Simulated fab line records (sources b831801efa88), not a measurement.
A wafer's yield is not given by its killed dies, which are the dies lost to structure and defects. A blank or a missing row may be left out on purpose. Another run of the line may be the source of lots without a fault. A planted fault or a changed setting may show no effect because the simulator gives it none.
8D (eight disciplines) problem report, filled in by code / flow gf180mcu / the parts of the form that need people (team, actions taken, sign-off) are left out

1. THE PROBLEM
Mean HV_LDD_RS at GF_HV_LDD_RS_MEAS_53: 441.6 ohm/sq over 6 wafers in 2 lots; fault-free wafers: 418.9 ohm/sq, standard deviation 1.1. That puts it +21 standard deviations away from the usual mean.
The step: measures by four-point-probe.
Seen first at day 18 03:11 on film-metro-03, wafer L596.4. The record holds 36 wafers of 12 lots with a number at this step. By rule, "out" or "out of limits" means more than 4 standard deviations away from the usual mean. The rest of the wafers with a number are treated as sound.

2. WHAT IT IS AND WHAT IT IS NOT
question=which readings at this step | is=HV_LDD_RS | is not=-
question=which lots | is=L596, L601 | is not=L582, L583, L584, L586, L588, L590, L592, L593, L595, L603
question=which wafers of those lots | is=all that have a number | is not=-
question=read on which gauges | is=film-metro-03, film-metro-04 | is not=film-metro-02
question=when | is=from day 18 03:11 | is not=up to then (27 sound wafers); but 3 sound wafers of L603 came after

3. WHAT RULES OUT EACH SUSPECT
Counting: a tool at any process step up to the reading remains a suspect when it ran all the lots that are out and ran no sound lot after the first of those.
- the gauge at GF_HV_LDD_RS_MEAS_53: ruled out. The wafers that are out were read on 2 gauges (film-metro-03, film-metro-04).
- rie-diel-04 at GF_POLY_GATE_ETCH_12 (etches BARC in N2/H2): kept. Every lot that is out went through it, starting with L596 (day 14 02:50), and after that it ran no sound lot; the last sound lot it ran before then is L593 (day 13 00:03).
- implanter-04 at GF_HV_LDD_IMPLANT_09: kept. Every lot that is out went through it, starting with L596 (day 15 05:53), and after that it ran no sound lot; the last sound lot it ran before then is L595 (day 14 15:34). On those wafers its own readings are out: dose-ions-cm2.
After counting, rie-diel-04 at GF_POLY_GATE_ETCH_12 and implanter-04 at GF_HV_LDD_IMPLANT_09 remain.

4. THE CAUSE (what the simulator had put in)
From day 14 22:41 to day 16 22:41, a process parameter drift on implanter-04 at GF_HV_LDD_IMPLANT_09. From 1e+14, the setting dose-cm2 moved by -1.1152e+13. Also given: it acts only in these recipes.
Of the 2 suspects that counting leaves, this tool is one.

5. SEQUENCE OF EFFECTS, ordered by route
One row per reading whose mean, taken over the struck wafers that have a number, lies over 3 standard deviations from the usual. Scope: only readings with a usual standard deviation given in the record; hours: median across lots of the time from each lot's start at the first step in this table that gives one to its start at this step; sigmas: change in usual standard deviations.
hours=0; step=GF_HV_LDD_IMPLANT_09; reading=dose-ions-cm2; usual=1.0001e+14; on struck wafers=8.8847e+13; change=-1.1163e+13; sigmas=-99 or more
hours=0; step=GF_HV_LDD_IMPLANT_09; reading=faraday-current-uA; usual=562; on struck wafers=505; change=-57; sigmas=-5.2
hours=71; step=GF_HV_LDD_RS_MEAS_53; reading=HV_LDD_RS; usual=418.9 ohm/sq; on struck wafers=441.6; change=+22.8; sigmas=+21
The process steps in it:
- GF_HV_LDD_IMPLANT_09

6. HOW IT WOULD HAVE BEEN CAUGHT EARLIER
The first out-of-limits reading at a measuring or inspecting step in this record came at day 18 03:11, 76 hours after the fault's start at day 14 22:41.
Tool's own readings at GF_HV_LDD_IMPLANT_09, dose-ions-cm2: out on all struck wafers the step has rows for; an alarm limit on them would have tripped on the first.
Lots out: 2; all had begun GF_HV_LDD_IMPLANT_09 on implanter-04 by day 18 03:11. A hold on the tool at that time would have spared none of them.
